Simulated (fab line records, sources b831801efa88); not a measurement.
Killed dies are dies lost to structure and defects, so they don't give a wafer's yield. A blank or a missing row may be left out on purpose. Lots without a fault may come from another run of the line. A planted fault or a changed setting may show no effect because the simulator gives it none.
Chamber matching | flow sky130 | SKY_VIA4_ETCH_12 on rie_diel-02: 4 sister chambers
The step etches SiO2 in C4F8/O2/Ar, stops on TiN, target depth 580 nm. 4 wafers are shown with their chamber, then 7 later ones without.

WAFERS WITH THEIR CHAMBER
wafer  | chamber | oes_product_au (a.u.)
L081.6 | 3       | 0.925
L085.5 | 0       | 0.923
L086.2 | 1       | 0.928
L086.3 | 2       | 0.929

WAFERS WITHOUT THEIR CHAMBER
wafer  | oes_product_au (a.u.)
L086.6 | 0.919
L088.1 | 0.926
L088.4 | 0.929
L088.5 | 0.928
L089.1 | 0.927
L089.4 | 0.931
L089.6 | 0.925

WHICH CHAMBER EACH WENT THROUGH
wafer  | from the rows above               | in truth
L086.6 | can't be placed: 0 or 3           | 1
L088.1 | can't be placed: 3 or 1 or 0 or 2 | 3
L088.4 | can't be placed: 2 or 1           | 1
L088.5 | can't be placed: 1 or 2 or 3      | 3
L089.1 | can't be placed: 1 or 2 or 3 or 0 | 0
L089.4 | can't be placed: 2 or 1           | 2
L089.6 | can't be placed: 3 or 0 or 1      | 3
Placed correctly: 0 of 7. Can't be placed from these rows: 7 (the true chamber is among the candidates in 6). Placed wrongly: 0.
How it was worked out, from the rows above alone: a wafer's distance from a chamber is the root of the sum, over the readings, of the square of ((its reading less the chamber's mean) divided by the reading's scatter). The wafer belongs to the nearest chamber; if the next one is less than 2 further off, it can't be placed. A chamber's mean is the mean of its shown wafers. The scatter: with one shown wafer a chamber, the root of the mean of the squares of how far each hidden wafer lies from its nearest shown one.
